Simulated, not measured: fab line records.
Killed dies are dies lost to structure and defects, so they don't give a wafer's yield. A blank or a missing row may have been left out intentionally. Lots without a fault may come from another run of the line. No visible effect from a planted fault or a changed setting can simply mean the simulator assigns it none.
Matching of chambers -- flow sky130 -- 4 sister chambers for SKY_LI_CONTACT_CMP_24 on cmp-02
The step polishes, stops on PSG, t overpolish 20 s, target thk 0 nm. 16 wafers are shown with their chamber, then 8 later ones without.

## WAFERS, EACH WITH ITS CHAMBER
wafer,chamber,motor current A (A)
L456.2,1,10.9
L456.3,3,9.9
L456.6,1,10.9
L458.4,3,9.6
L458.5,3,9.4
L458.6,0,11.0
L457.2,3,9.8
L457.3,1,11.3
L457.5,2,9.2
L461.2,3,9.8
L461.5,1,11.5
L461.6,0,10.9
L466.2,0,11.3
L466.3,2,8.9
L466.6,3,9.9
L471.2,0,11.2

SIGNATURES, as means of the wafers listed above
reading,chamber 0,chamber 1,chamber 2,chamber 3,scatter within a chamber
motor current A,11.100,11.150,9.050,9.733,0.225
Rule: for each reading, subtract the chamber's mean from the wafer's reading, divide by that reading's scatter and square the result; add these up over the readings and take the root, which gives the wafer's distance from the chamber. The wafer belongs to the nearest chamber; if the next one is less than 2 further off, it can't be placed. The scatter is the square root of a quotient: the sum, over the shown wafers, of each reading's squared deviation from its chamber's mean, divided by wafers minus chambers.

## WAFERS WHOSE CHAMBER IS MISSING
wafer,motor current A (A)
L471.4,11.0
L471.5,11.3
L474.3,9.9
L474.4,11.2
L474.5,8.6
L475.3,11.4
L475.5,10.1
L475.6,11.2

## THE CHAMBER EACH PASSED THROUGH
wafer,from the rows above,in truth
L471.4,can't be placed: 0 or 1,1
L471.5,can't be placed: 1 or 0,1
L474.3,3,3
L474.4,can't be placed: 1 or 0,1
L474.5,2,2
L475.3,can't be placed: 1 or 0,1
L475.5,3,3
L475.6,can't be placed: 1 or 0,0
Placed correctly: 3 of 8. Unplaceable from these rows: 5, with the true chamber sitting among the candidates in 5. Number placed wrongly: 0.
